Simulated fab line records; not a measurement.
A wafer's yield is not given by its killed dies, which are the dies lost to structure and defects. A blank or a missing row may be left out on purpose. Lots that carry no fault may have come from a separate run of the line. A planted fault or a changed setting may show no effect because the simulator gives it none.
fab line records	flow gf180mcu
record: lots: 24	wafers: 72	last_day: 35
route steps=602 shown V1@360 V3@445 M4@456 TOP_METAL@571
lots with no fault: from the same line, run without faults
start_h: start of the lot's first displayed wafer, in hours after the record's first day	wait_h: hours since the lot's step before	" the same as in the row above	L1.1+2: a row that stands for several wafers	- value missing, or start not given	* or withheld: withheld	< > ~ a bound
route shown NAME@n: NAME is a module with steps in the file, n the number in the route of the first one	usual: the fault-free wafers' mean and standard deviation	same: alike in all rows	chamber/n: place in a boat	sites: per-site readings	_std_site: standard deviation across them	_edge_site: inner sites' mean taken away from outer sites' mean	radius_mm: for every site, how far away it sits from the centre of the wafer	mask NAME#n: copy n	behind: tool/chamber where the wafer was last shaped	hold: reason for holding the lot/hours on hold/outcome of the hold	device: which transistor (n, p or np) failed to switch	end of line: at the end of the route, the tests of the same wafers	a step with no rows: only its recipe	killed: not the wafer's yield, but the dies lost to structure and defects at the first sort	map: per-die view of a wafer (x killed, . not killed, _ where there is no die)
set.NAME: setting as actually run; set.NAME@STEP: the setting as run at that earlier step	model.NAME: the simulator's own value behind a step, which no gauge read
steps of the route over a sample of lots; a table a step, a row a wafer
services: from which hour (start_h, from the record's first day; less than 0 if before it) a tool's chamber was out of use, for how many hours, and why
== steps ==
step: GF_V1_THK_MEAS_25
recipe: thk_meas_gauge: xrf	reads: W_of_V1_CVD_23
usual: V1_W_THK: 340/5.1
lot.wafer	tool	chamber	start_h	wait_h	V1_W_THK[nm]
L074.2	film_metro-02	-	417.42	0.1	342
L074.4	"	-	"	"	350
L074.6	"	-	"	"	345
L075.1	film_metro-01	-	441.20	0.1	347
L075.4	"	-	"	"	350
L075.6	"	-	"	"	351
L077.1	film_metro-02	-	456.97	0.1	341
L077.4	"	-	"	"	337
L077.6	"	-	"	"	340
L076.1	film_metro-02	-	461.92	0.1	336
L076.5	"	-	"	"	335
L076.6	"	-	"	"	338
L078.1	film_metro-01	-	468.91	0.1	344
L078.3	"	-	"	"	340
L078.6	"	-	"	"	336
L079.1	film_metro-02	-	474.17	0.1	331
L079.2	"	-	"	"	339
L079.4	"	-	"	"	331
L080.1	film_metro-03	-	487.89	0.1	339
L080.2	"	-	"	"	333
L080.4	"	-	"	"	329
L082.1	film_metro-01	-	511.19	0.1	341
L082.5	"	-	"	"	339
L082.6	"	-	"	"	339
L081.1	film_metro-03	-	511.29	0.1	330
L081.3	"	-	"	"	345
L081.6	"	-	"	"	339
L084.2	film_metro-03	-	513.45	0.1	339
L084.4	"	-	"	"	336
L084.6	"	-	"	"	336
L083.4	film_metro-02	-	516.07	0.1	333
L083.5	"	-	"	"	343
L083.6	"	-	"	"	336
L085.1	film_metro-02	-	520.71	0.1	331
L085.3	"	-	"	"	337
L085.6	"	-	"	"	335
L086.1	film_metro-02	-	535.81	0.1	338
L086.3	"	-	"	"	338
L086.5	"	-	"	"	338
L087.2	film_metro-02	-	539.50	0.1	338
L087.3	"	-	"	"	336
L087.6	"	-	"	"	337
L088.4	film_metro-02	-	546.98	0.1	340
L088.5	"	-	"	"	348
L088.6	"	-	"	"	340
L089.1	film_metro-03	-	557.44	0.1	340
L089.2	"	-	"	"	335
L089.3	"	-	"	"	344
L090.1	film_metro-01	-	566.81	0.1	347
L090.2	"	-	"	"	339
L090.3	"	-	"	"	347
L091.1	film_metro-03	-	567.67	0.1	343
L091.2	"	-	"	"	345
L091.6	"	-	"	"	339
L092.2	film_metro-03	-	585.82	0.1	339
L092.3	"	-	"	"	343
L092.4	"	-	"	"	339
L093.2	film_metro-02	-	589.02	0.1	341
L093.3	"	-	"	"	346
L093.6	"	-	"	"	338
L094.1	film_metro-02	-	595.75	0.1	340
L094.5	"	-	"	"	343
L094.6	"	-	"	"	341
L095.3	film_metro-01	-	606.15	0.1	334
L095.5	"	-	"	"	337
L095.6	"	-	"	"	331
L096.3	film_metro-03	-	611.97	0.1	345
L096.4	"	-	"	"	348
L096.6	"	-	"	"	347
L097.2	film_metro-03	-	616.82	0.1	351
L097.3	"	-	"	"	351
L097.6	"	-	"	"	345
step: GF_V3_ETCH_16
recipe: chemistry: N2/H2	target_depth_a: withheld	overetch_a: withheld	time_s: withheld	target: BARC	ion_energy_ev: 200	source_w: 500	bias_w: 100	pressure_mtorr: 30	n2_flow_sccm: 100	h2_flow_sccm: 200
usual: drypump_motor_current_A: 6.0/0.49	oes_product_au: 0.855/0.0046	throttle_valve_pct: 13.224/0.0099
lot.wafer	tool	chamber	start_h	wait_h	drypump_motor_current_A	oes_product_au	throttle_valve_pct
L074.2	rie_diel-03	3	520.96	0.0	6.7	0.861	13.225
L074.4	"	0	"	"	5.9	0.853	13.224
L074.6	"	1	"	"	5.8	0.854	13.226
L075.1	rie_diel-04	0	543.41	0.0	5.8	0.852	13.227
L075.4	"	1	"	"	6.1	0.854	13.227
L075.6	"	0	"	"	5.8	0.854	13.218
L077.1	rie_diel-01	1	556.36	0.0	6.4	0.853	13.228
L077.4	"	2	"	"	6.3	0.856	13.221
L077.6	"	3	"	"	6.1	0.858	13.224
L076.1	rie_diel-03	0	562.31	0.0	5.9	0.852	13.228
L076.5	"	3	"	"	6.7	0.854	13.212
L076.6	"	0	"	"	5.8	0.860	13.220
L078.1	rie_diel-01	2	567.66	0.0	6.3	0.856	13.245
L078.3	"	3	"	"	6.1	0.852	13.216
L078.6	"	1	"	"	6.4	0.856	13.232
L079.1	rie_diel-03	1	572.06	0.0	5.8	0.854	13.206
L079.2	"	2	"	"	5.2	0.854	13.247
L079.4	"	1	"	"	5.8	0.853	13.229
L080.1	rie_diel-04	3	586.81	0.0	6.6	0.862	13.209
L080.2	"	2	"	"	5.1	0.856	13.236
L080.4	"	1	"	"	6.1	0.859	13.222
L082.1	rie_diel-04	0	605.66	0.0	5.8	0.857	13.228
L082.5	"	0	"	"	5.8	0.851	13.238
L082.6	"	1	"	"	6.1	0.856	13.216
L081.1	rie_diel-04	0	607.23	0.0	5.8	0.860	13.223
L081.3	"	2	"	"	5.1	0.855	13.233
L081.6	"	1	"	"	6.1	0.854	13.211
L084.2	rie_diel-03	0	610.46	0.0	5.9	0.851	13.213
L084.4	"	3	"	"	6.7	0.853	13.227
L084.6	"	2	"	"	5.2	0.857	13.216
L083.4	rie_diel-04	1	611.46	0.0	6.1	0.855	13.232
L083.5	"	1	"	"	6.1	0.855	13.216
L083.6	"	2	"	"	5.1	0.860	13.238
L085.1	rie_diel-03	0	614.86	0.0	5.8	0.857	13.220
L085.3	"	2	"	"	5.2	0.851	13.240
L085.6	"	0	"	"	5.9	0.852	13.241
L086.1	rie_diel-03	2	629.46	0.0	5.3	0.858	13.241
L086.3	"	1	"	"	5.8	0.848	13.219
L086.5	"	0	"	"	5.9	0.856	13.210
L087.2	rie_diel-01	0	634.51	0.0	5.4	0.853	13.213
L087.3	"	3	"	"	6.1	0.858	13.232
L087.6	"	3	"	"	6.2	0.850	13.233
L088.4	rie_diel-01	1	640.11	0.0	6.3	0.854	13.218
L088.5	"	1	"	"	6.4	0.861	13.227
L088.6	"	0	"	"	5.5	0.865	13.214
L089.1	rie_diel-01	2	648.66	0.0	6.3	0.847	13.237
L089.2	"	1	"	"	6.3	0.856	13.225
L089.3	"	0	"	"	5.5	0.854	13.222
L090.1	rie_diel-01	2	658.56	0.0	6.3	0.861	13.228
L090.2	"	1	"	"	6.3	0.851	13.219
L090.3	"	3	"	"	6.2	0.850	13.229
L091.1	rie_diel-03	0	658.96	0.0	5.9	0.854	13.241
L091.2	"	3	"	"	6.7	0.849	13.224
L091.6	"	0	"	"	5.9	0.849	13.219
L092.2	rie_diel-04	1	676.71	0.0	6.1	0.855	13.231
L092.3	"	2	"	"	5.1	0.854	13.227
L092.4	"	3	"	"	6.6	0.851	13.230
L093.2	rie_diel-01	3	678.36	0.0	6.2	0.861	13.217
L093.3	"	1	"	"	6.4	0.864	13.232
L093.6	"	0	"	"	5.5	0.853	13.216
L094.1	rie_diel-01	3	683.26	0.0	6.2	0.857	13.205
L094.5	"	3	"	"	6.2	0.861	13.217
L094.6	"	0	"	"	5.4	0.857	13.222
L095.3	rie_diel-03	0	691.46	0.0	5.9	0.849	13.238
L095.5	"	2	"	"	5.2	0.861	13.215
L095.6	"	3	"	"	6.7	0.855	13.213
L096.3	rie_diel-04	0	697.56	0.0	5.8	0.845	13.210
L096.4	"	3	"	"	6.6	0.857	13.211
L096.6	"	0	"	"	5.8	0.849	13.223
L097.2	rie_diel-03	2	702.11	0.0	5.2	0.859	13.232
L097.3	"	1	"	"	5.8	0.858	13.229
L097.6	"	0	"	"	5.9	0.863	13.229
step: GF_M4_SPUTTER_00
recipe: material: Ti	target_thk_nm: 37.5	arriving_ion_energy_ev: 80	substrate_temp_c: 200	chamber_pressure_pa: 2	power_w: 4000	time_s: 150
usual: throttle_valve_pct: 30.5/1.3
same: time_s: 150
lot.wafer	tool	chamber	start_h	wait_h	throttle_valve_pct
L074.2	pvd_sputter-03	-	522.38	0.1	31.2
L074.4	"	-	"	"	28.9
L074.6	"	-	"	"	29.0
L075.1	pvd_sputter-03	-	544.77	0.2	33.5
L075.4	"	-	"	"	28.8
L075.6	"	-	"	"	30.0
L077.1	pvd_sputter-04	-	557.72	0.2	29.5
L077.4	"	-	"	"	30.3
L077.6	"	-	"	"	28.6
L076.1	pvd_sputter-04	-	563.67	0.1	29.0
L076.5	"	-	"	"	30.4
L076.6	"	-	"	"	30.8
L078.1	pvd_sputter-02	-	569.02	0.1	30.0
L078.3	"	-	"	"	29.9
L078.6	"	-	"	"	31.7
L079.1	pvd_sputter-03	-	573.45	0.1	33.3
L079.2	"	-	"	"	28.7
L079.4	"	-	"	"	31.2
L080.1	pvd_sputter-04	-	588.16	0.1	29.4
L080.2	"	-	"	"	30.9
L080.4	"	-	"	"	30.5
L082.1	pvd_sputter-02	-	607.03	0.2	30.1
L082.5	"	-	"	"	29.8
L082.6	"	-	"	"	31.4
L081.1	pvd_sputter-02	-	608.59	0.1	30.1
L081.3	"	-	"	"	29.8
L081.6	"	-	"	"	31.5
L084.2	pvd_sputter-03	-	611.81	0.2	29.9
L084.4	"	-	"	"	29.0
L084.6	"	-	"	"	29.0
L083.4	pvd_sputter-03	-	612.82	0.2	31.1
L083.5	"	-	"	"	33.1
L083.6	"	-	"	"	31.2
L085.1	pvd_sputter-02	-	616.21	0.1	30.2
L085.3	"	-	"	"	30.3
L085.6	"	-	"	"	31.7
L086.1	pvd_sputter-02	-	630.82	0.1	31.6
L086.3	"	-	"	"	29.6
L086.5	"	-	"	"	30.1
L087.2	pvd_sputter-03	-	635.86	0.1	33.4
L087.3	"	-	"	"	29.9
L087.6	"	-	"	"	29.0
L088.4	pvd_sputter-02	-	641.52	0.1	31.4
L088.5	"	-	"	"	29.6
L088.6	"	-	"	"	30.2
L089.1	pvd_sputter-02	-	650.02	0.1	30.4
L089.2	"	-	"	"	29.9
L089.3	"	-	"	"	31.6
L090.1	pvd_sputter-02	-	660.31	0.1	29.5
L090.2	"	-	"	"	29.9
L090.3	"	-	"	"	30.2
L091.1	pvd_sputter-03	-	660.61	0.2	33.1
L091.2	"	-	"	"	31.4
L091.6	"	-	"	"	30.0
L092.2	pvd_sputter-03	-	678.12	0.1	33.4
L092.3	"	-	"	"	29.9
L092.4	"	-	"	"	31.3
L093.2	pvd_sputter-04	-	679.71	0.2	30.9
L093.3	"	-	"	"	28.8
L093.6	"	-	"	"	29.0
L094.1	pvd_sputter-03	-	684.95	0.1	29.0
L094.5	"	-	"	"	31.3
L094.6	"	-	"	"	29.2
L095.3	pvd_sputter-03	-	692.82	0.1	31.3
L095.5	"	-	"	"	31.3
L095.6	"	-	"	"	33.2
L096.3	pvd_sputter-04	-	698.91	0.2	28.9
L096.4	"	-	"	"	30.3
L096.6	"	-	"	"	30.6
L097.2	pvd_sputter-04	-	703.51	0.2	29.0
L097.3	"	-	"	"	29.4
L097.6	"	-	"	"	28.8
step: GF_M4_THK_MEAS_06
recipe: thk_meas_gauge: xrf	reads: AlCu_of_M4_SPUTTER_02
usual: M4_ALCU_THK: 451/5.9
lot.wafer	tool	chamber	start_h	wait_h	M4_ALCU_THK[nm]
L074.2	film_metro-04	-	522.73	0.1	450
L074.4	"	-	"	"	457
L074.6	"	-	"	"	457
L075.1	film_metro-04	-	545.11	0.1	451
L075.4	"	-	"	"	453
L075.6	"	-	"	"	446
L077.1	film_metro-01	-	558.06	0.1	446
L077.4	"	-	"	"	454
L077.6	"	-	"	"	451
L076.1	film_metro-04	-	564.01	0.1	452
L076.5	"	-	"	"	452
L076.6	"	-	"	"	454
L078.1	film_metro-04	-	569.36	0.1	455
L078.3	"	-	"	"	458
L078.6	"	-	"	"	452
L079.1	film_metro-02	-	573.79	0.1	456
L079.2	"	-	"	"	465
L079.4	"	-	"	"	458
L080.1	film_metro-01	-	588.50	0.1	440
L080.2	"	-	"	"	441
L080.4	"	-	"	"	442
L082.1	film_metro-02	-	607.37	0.1	452
L082.5	"	-	"	"	450
L082.6	"	-	"	"	452
L081.1	film_metro-02	-	608.93	0.1	466
L081.3	"	-	"	"	462
L081.6	"	-	"	"	463
L084.2	film_metro-04	-	612.16	0.1	452
L084.4	"	-	"	"	457
L084.6	"	-	"	"	453
L083.4	film_metro-02	-	613.19	0.1	448
L083.5	"	-	"	"	448
L083.6	"	-	"	"	450
L085.1	film_metro-04	-	616.55	0.1	451
L085.3	"	-	"	"	451
L085.6	"	-	"	"	446
L086.1	film_metro-02	-	631.16	0.1	456
L086.3	"	-	"	"	455
L086.5	"	-	"	"	459
L087.2	film_metro-02	-	636.22	0.1	450
L087.3	"	-	"	"	453
L087.6	"	-	"	"	461
L088.4	film_metro-02	-	641.84	0.1	446
L088.5	"	-	"	"	446
L088.6	"	-	"	"	448
L089.1	film_metro-04	-	650.36	0.1	458
L089.2	"	-	"	"	457
L089.3	"	-	"	"	454
L090.1	film_metro-04	-	660.65	0.1	452
L090.2	"	-	"	"	453
L090.3	"	-	"	"	457
L091.1	film_metro-01	-	660.95	0.1	449
L091.2	"	-	"	"	446
L091.6	"	-	"	"	451
L092.2	film_metro-02	-	678.48	0.1	454
L092.3	"	-	"	"	453
L092.4	"	-	"	"	448
L093.2	film_metro-04	-	680.06	0.1	451
L093.3	"	-	"	"	450
L093.6	"	-	"	"	449
L094.1	film_metro-02	-	685.29	0.1	454
L094.5	"	-	"	"	445
L094.6	"	-	"	"	458
L095.3	film_metro-01	-	693.18	0.1	437
L095.5	"	-	"	"	436
L095.6	"	-	"	"	437
L096.3	film_metro-02	-	699.32	0.1	449
L096.4	"	-	"	"	456
L096.6	"	-	"	"	455
L097.2	film_metro-01	-	703.86	0.1	447
L097.3	"	-	"	"	445
L097.6	"	-	"	"	444
step: GF_M4_STRIP_17
recipe: chemistry: O2/N2	power_w: 1400	pressure_mtorr: 1500	platen_temp_c: 250	o2_flow_sccm: 3000	n2_flow_sccm: 300	overash_fraction: 0.5
usual: drypump_motor_current_A: 5.62/0.29	heater_power_w: 346/26	oes_product_au: 0.538/0.0055	strip_time_to_endpoint_s: 7.40/0.05
lot.wafer	tool	chamber	start_h	wait_h	drypump_motor_current_A	heater_power_w	oes_product_au	rf_hours_counter_h	strip_time_to_endpoint_s
L074.2	plasma_asher-02	0	545.64	0.1	5.56	320	0.539	43	7.38
L074.4	"	1	"	"	5.91	332	0.540	-	7.40
L074.6	"	0	"	"	5.56	326	0.551	-	7.39
L075.1	plasma_asher-04	1	567.75	0.2	5.70	391	0.546	76	7.47
L075.4	"	1	"	"	5.64	383	0.544	-	7.46
L075.6	"	0	"	"	5.09	357	0.543	-	7.49
L077.1	plasma_asher-01	0	580.14	0.1	5.89	310	0.526	14	7.37
L077.4	"	0	"	"	5.89	303	0.533	-	7.42
L077.6	"	0	"	"	5.90	314	0.545	-	7.42
L076.1	plasma_asher-01	1	586.24	0.1	5.73	360	0.545	15	7.40
L076.5	"	1	"	"	5.71	357	0.532	-	7.38
L076.6	"	0	"	"	5.89	315	0.537	-	7.39
L078.1	plasma_asher-04	1	590.99	0.1	5.57	390	0.543	79	7.39
L078.3	"	0	"	"	5.09	369	0.544	-	7.40
L078.6	"	0	"	"	5.09	347	0.532	-	7.35
L079.1	plasma_asher-02	0	596.29	0.1	5.53	327	0.543	45	7.41
L079.2	"	1	"	"	5.87	343	0.543	45	7.38
L079.4	"	1	"	"	5.90	338	0.540	-	7.37
L080.1	plasma_asher-02	1	611.24	0.1	5.91	329	0.537	47	7.44
L080.2	"	0	"	"	5.56	334	0.533	47	7.42
L080.4	"	0	"	"	5.53	323	0.534	-	7.45
L082.1	plasma_asher-04	1	628.87	0.2	5.63	393	0.546	83	7.49
L082.5	"	1	"	"	5.64	386	0.540	-	7.43
L082.6	"	0	"	"	5.10	345	0.534	-	7.44
L081.1	plasma_asher-02	1	630.97	0.1	5.91	340	0.538	48	7.42
L081.3	"	0	"	"	5.57	323	0.548	-	7.42
L081.6	"	0	"	"	5.55	324	0.544	-	7.38
L084.2	plasma_asher-01	0	633.72	0.2	5.92	316	0.543	20	7.42
L084.4	"	1	"	"	5.74	358	0.542	-	7.43
L084.6	"	1	"	"	5.74	364	0.534	-	7.39
L083.4	plasma_asher-04	0	634.88	0.1	5.08	351	0.547	-	7.45
L083.5	"	0	"	"	5.10	354	0.541	-	7.45
L083.6	"	1	"	"	5.68	393	0.544	-	7.43
L085.1	plasma_asher-04	1	638.09	0.1	5.66	386	0.538	84	7.52
L085.3	"	1	"	"	5.60	382	0.541	-	7.46
L085.6	"	0	"	"	5.09	357	0.543	-	7.49
L086.1	plasma_asher-04	1	651.82	0.2	5.62	388	0.543	85	7.35
L086.3	"	1	"	"	5.60	378	0.522	-	7.35
L086.5	"	1	"	"	5.58	384	0.537	-	7.30
L087.2	plasma_asher-01	0	657.07	0.2	5.89	311	0.540	23	7.37
L087.3	"	1	"	"	5.73	360	0.537	-	7.42
L087.6	"	0	"	"	5.89	318	0.539	-	7.43
L088.4	plasma_asher-04	0	662.38	0.1	5.05	360	0.541	-	7.31
L088.5	"	0	"	"	5.06	356	0.531	-	7.40
L088.6	"	1	"	"	5.59	378	0.542	-	7.36
L089.1	plasma_asher-01	1	670.49	0.1	5.74	369	0.545	24	7.33
L089.2	"	0	"	"	5.90	321	0.542	24	7.44
L089.3	"	1	"	"	5.74	355	0.536	-	7.35
L090.1	plasma_asher-01	1	680.64	0.1	5.74	355	0.534	25	7.41
L090.2	"	0	"	"	5.89	310	0.530	25	7.31
L090.3	"	0	"	"	5.87	313	0.541	-	7.37
L091.1	plasma_asher-02	1	681.29	0.1	5.91	321	0.535	54	7.43
L091.2	"	0	"	"	5.57	333	0.525	54	7.34
L091.6	"	0	"	"	5.56	332	0.539	-	7.44
L092.2	plasma_asher-01	1	697.34	0.1	5.73	354	0.538	27	7.47
L092.3	"	1	"	"	5.74	357	0.538	-	7.47
L092.4	"	0	"	"	5.88	314	0.531	-	7.36
L093.2	plasma_asher-04	0	699.99	0.1	5.08	357	0.544	91	7.38
L093.3	"	1	"	"	5.58	385	0.534	-	7.37
L093.6	"	0	"	"	5.11	351	0.541	-	7.35
L094.1	plasma_asher-04	0	703.99	0.1	5.06	352	0.533	91	7.41
L094.5	"	1	"	"	5.61	380	0.528	-	7.33
L094.6	"	0	"	"	5.09	352	0.542	-	7.38
L095.3	plasma_asher-01	1	711.67	0.1	5.74	357	0.537	-	7.47
L095.5	"	1	"	"	5.72	358	0.538	-	7.44
L095.6	"	0	"	"	5.90	316	0.529	-	7.36
L096.3	plasma_asher-01	0	717.92	0.1	5.89	315	0.538	-	7.33
L096.4	"	1	"	"	5.75	358	0.539	-	7.44
L096.6	"	1	"	"	5.74	354	0.524	-	7.32
L097.2	plasma_asher-02	0	722.63	0.1	5.56	310	0.537	59	7.37
L097.3	"	0	"	"	5.57	330	0.542	-	7.44
L097.6	"	1	"	"	5.91	320	0.540	-	7.42
step: GF_TOP_METAL_SPUTTER_04
recipe: material: TiN	target_thk_nm: 25	power_w: 6500	time_s: 20.8	chamber_pressure_pa: 0.4
usual: throttle_valve_pct: 30.5/1.3
same: time_s: 20.8
lot.wafer	tool	chamber	start_h	wait_h	throttle_valve_pct
L074.2	pvd_sputter-03	-	639.80	0.0	29.8
L074.4	"	-	"	"	31.1
L074.6	"	-	"	"	29.2
L075.1	pvd_sputter-02	-	659.93	0.0	30.1
L075.4	"	-	"	"	31.7
L075.6	"	-	"	"	31.8
L077.1	pvd_sputter-02	-	671.28	0.0	30.0
L077.4	"	-	"	"	29.2
L077.6	"	-	"	"	31.7
L076.1	pvd_sputter-02	-	678.02	0.0	29.7
L076.5	"	-	"	"	29.8
L076.6	"	-	"	"	30.3
L078.1	pvd_sputter-04	-	681.87	0.0	29.1
L078.3	"	-	"	"	30.8
L078.6	"	-	"	"	29.5
L079.1	pvd_sputter-03	-	686.33	0.0	33.2
L079.2	"	-	"	"	29.9
L079.4	"	-	"	"	31.5
L080.1	pvd_sputter-03	-	699.01	0.0	33.7
L080.2	"	-	"	"	30.2
L080.4	"	-	"	"	31.2
L082.1	pvd_sputter-02	-	713.74	0.0	31.4
L082.5	"	-	"	"	29.8
L082.6	"	-	"	"	30.1
L081.1	pvd_sputter-03	-	715.58	0.0	33.4
L081.3	"	-	"	"	29.2
L081.6	"	-	"	"	31.3
L084.2	pvd_sputter-04	-	718.64	0.0	29.5
L084.4	"	-	"	"	30.4
L084.6	"	-	"	"	30.4
L083.4	pvd_sputter-03	-	720.52	0.0	29.1
L083.5	"	-	"	"	31.2
L083.6	"	-	"	"	33.2
L085.1	pvd_sputter-03	-	723.56	0.0	30.1
L085.3	"	-	"	"	30.9
L085.6	"	-	"	"	31.4
L086.1	pvd_sputter-04	-	733.35	0.0	29.4
L086.3	"	-	"	"	31.0
L086.5	"	-	"	"	30.4
L087.2	pvd_sputter-04	-	740.36	0.0	29.0
L087.3	"	-	"	"	29.4
L087.6	"	-	"	"	28.8
L088.4	pvd_sputter-02	-	744.78	0.0	29.6
L088.5	"	-	"	"	29.9
L088.6	"	-	"	"	31.6
L089.1	pvd_sputter-04	-	751.30	0.0	30.4
L089.2	"	-	"	"	29.4
L089.3	"	-	"	"	29.0
L090.1	pvd_sputter-02	-	760.98	0.0	29.5
L090.2	"	-	"	"	29.9
L090.3	"	-	"	"	31.8
L091.1	pvd_sputter-02	-	762.63	0.0	31.7
L091.2	"	-	"	"	30.1
L091.6	"	-	"	"	31.7
L092.2	pvd_sputter-02	-	776.65	0.0	29.7
L092.3	"	-	"	"	30.3
L092.4	"	-	"	"	30.1
L093.2	pvd_sputter-03	-	779.03	0.0	30.1
L093.3	"	-	"	"	29.1
L093.6	"	-	"	"	30.0
L094.1	pvd_sputter-02	-	781.66	0.0	31.9
L094.5	"	-	"	"	31.6
L094.6	"	-	"	"	29.6
L095.3	pvd_sputter-03	-	786.33	0.0	30.0
L095.5	"	-	"	"	33.6
L095.6	"	-	"	"	29.7
L096.3	pvd_sputter-03	-	792.28	0.0	29.0
L096.4	"	-	"	"	31.3
L096.6	"	-	"	"	33.4
L097.2	pvd_sputter-04	-	797.66	0.0	30.4
L097.3	"	-	"	"	29.5
L097.6	"	-	"	"	29.5
== services ==
tool	chamber	start_h	hours	kind
pvd_sputter-03	-	526.60	4.3	repair
plasma_asher-01	-	538.05	7.1	repair
pvd_sputter-02	-	538.43	3.1	repair
plasma_asher-04	-	539.74	4.3	pm
pvd_sputter-02	-	540.88	0.7	repair
plasma_asher-04	-	544.45	4.0	pm
pvd_sputter-02	-	547.45	12.8	repair
pvd_sputter-03	-	556.24	15.3	repair
rie_diel-03	0	564.23	9.4	repair
rie_diel-03	1	601.38	5.9	repair
pvd_sputter-04	-	604.02	46.8	repair
rie_diel-03	1	610.27	7.1	repair
pvd_sputter-02	-	628.19	1.6	repair
pvd_sputter-04	-	643.96	1.3	repair
pvd_sputter-02	-	651.07	2.7	repair
pvd_sputter-04	-	656.90	14.3	repair
rie_diel-03	1	664.26	11.8	repair
plasma_asher-01	-	703.72	2.8	pm
pvd_sputter-02	-	706.57	2.4	repair
pvd_sputter-03	-	706.87	6.7	repair
plasma_asher-01	-	708.43	0.4	repair
pvd_sputter-04	-	712.19	1.7	repair
rie_diel-03	1	741.24	9.3	repair
rie_diel-03	1	785.52	3.7	repair
== key ==
fault none
